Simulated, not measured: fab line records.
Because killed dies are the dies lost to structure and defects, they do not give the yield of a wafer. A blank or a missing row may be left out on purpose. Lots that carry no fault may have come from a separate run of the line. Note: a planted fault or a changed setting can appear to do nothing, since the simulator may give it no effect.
Matching of chambers / flow sky130 / rieDiel-02 running SKY_CONTACT_ETCH_16: 4 sister chambers
The step etches BARC in N2/H2, stops on SiO2, time 45.9 s, target depth 60 nm. 14 wafers are shown with their chamber, then 7 later ones without.

== WAFERS, EACH WITH ITS CHAMBER ==
wafer=L075.3; chamber=3; drypumpMotorCurrentA (A)=5.5; chamberPressureMTorr (mTorr)=30.002; throttleValvePct (%)=13.205
wafer=L075.4; chamber=0; drypumpMotorCurrentA (A)=5.1; chamberPressureMTorr (mTorr)=30.008; throttleValvePct (%)=13.230
wafer=L075.5; chamber=3; drypumpMotorCurrentA (A)=5.5; chamberPressureMTorr (mTorr)=30.013; throttleValvePct (%)=13.225
wafer=L077.4; chamber=1; drypumpMotorCurrentA (A)=6.3; chamberPressureMTorr (mTorr)=30.005; throttleValvePct (%)=13.215
wafer=L077.5; chamber=0; drypumpMotorCurrentA (A)=5.1; chamberPressureMTorr (mTorr)=30.003; throttleValvePct (%)=13.223
wafer=L077.6; chamber=3; drypumpMotorCurrentA (A)=5.5; chamberPressureMTorr (mTorr)=30.037; throttleValvePct (%)=13.220
wafer=L080.1; chamber=1; drypumpMotorCurrentA (A)=6.3; chamberPressureMTorr (mTorr)=29.985; throttleValvePct (%)=13.221
wafer=L080.3; chamber=0; drypumpMotorCurrentA (A)=5.1; chamberPressureMTorr (mTorr)=29.993; throttleValvePct (%)=13.223
wafer=L080.4; chamber=3; drypumpMotorCurrentA (A)=5.5; chamberPressureMTorr (mTorr)=29.979; throttleValvePct (%)=13.211
wafer=L082.2; chamber=2; drypumpMotorCurrentA (A)=6.4; chamberPressureMTorr (mTorr)=29.950; throttleValvePct (%)=13.212
wafer=L082.3; chamber=1; drypumpMotorCurrentA (A)=6.4; chamberPressureMTorr (mTorr)=30.006; throttleValvePct (%)=13.239
wafer=L082.6; chamber=3; drypumpMotorCurrentA (A)=5.4; chamberPressureMTorr (mTorr)=30.040; throttleValvePct (%)=13.219
wafer=L083.1; chamber=1; drypumpMotorCurrentA (A)=6.4; chamberPressureMTorr (mTorr)=29.999; throttleValvePct (%)=13.220
wafer=L083.4; chamber=0; drypumpMotorCurrentA (A)=5.1; chamberPressureMTorr (mTorr)=29.969; throttleValvePct (%)=13.214

SIGNATURES (averages over the wafers above)
reading=drypumpMotorCurrentA; chamber 0=5.100; chamber 1=6.350; chamber 2=6.400; chamber 3=5.480; scatter within a chamber=0.0424
reading=chamberPressureMTorr; chamber 0=29.99325; chamber 1=29.99875; chamber 2=29.95000; chamber 3=30.01420; scatter within a chamber=0.0194
reading=throttleValvePct; chamber 0=13.22250; chamber 1=13.22375; chamber 2=13.21200; chamber 3=13.21600; scatter within a chamber=0.00844
Rule: a wafer's distance from a chamber is the root of the sum, over the readings, of the square of ((its reading less the chamber's mean) divided by the reading's scatter). If the next closest chamber is less than 2 further off than the closest, the wafer can't be placed; otherwise it belongs to the closest. The scatter: take each reading less its chamber's mean, square it, sum over the shown wafers, divide by the number of wafers less the number of chambers, and take the root.

== WAFERS WITHOUT THEIR CHAMBER ==
wafer=L083.5; drypumpMotorCurrentA (A)=6.4; chamberPressureMTorr (mTorr)=29.948; throttleValvePct (%)=13.221
wafer=L087.2; drypumpMotorCurrentA (A)=6.3; chamberPressureMTorr (mTorr)=30.006; throttleValvePct (%)=13.231
wafer=L087.4; drypumpMotorCurrentA (A)=5.1; chamberPressureMTorr (mTorr)=29.956; throttleValvePct (%)=13.229
wafer=L087.5; drypumpMotorCurrentA (A)=5.5; chamberPressureMTorr (mTorr)=30.005; throttleValvePct (%)=13.238
wafer=L090.3; drypumpMotorCurrentA (A)=6.5; chamberPressureMTorr (mTorr)=30.007; throttleValvePct (%)=13.211
wafer=L090.5; drypumpMotorCurrentA (A)=6.4; chamberPressureMTorr (mTorr)=29.989; throttleValvePct (%)=13.237
wafer=L090.6; drypumpMotorCurrentA (A)=6.4; chamberPressureMTorr (mTorr)=30.030; throttleValvePct (%)=13.231

== CHAMBER TAKEN BY EACH ==
wafer=L083.5; from the rows above=can't be placed: 2 or 1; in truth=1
wafer=L087.2; from the rows above=1; in truth=1
wafer=L087.4; from the rows above=0; in truth=0
wafer=L087.5; from the rows above=3; in truth=3
wafer=L090.3; from the rows above=can't be placed: 2 or 1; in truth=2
wafer=L090.5; from the rows above=can't be placed: 1 or 2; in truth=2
wafer=L090.6; from the rows above=1; in truth=1
Correctly placed: 4 of 7. Unplaceable from these rows: 3, with the true chamber sitting among the candidates in 3. 0 placed wrongly.
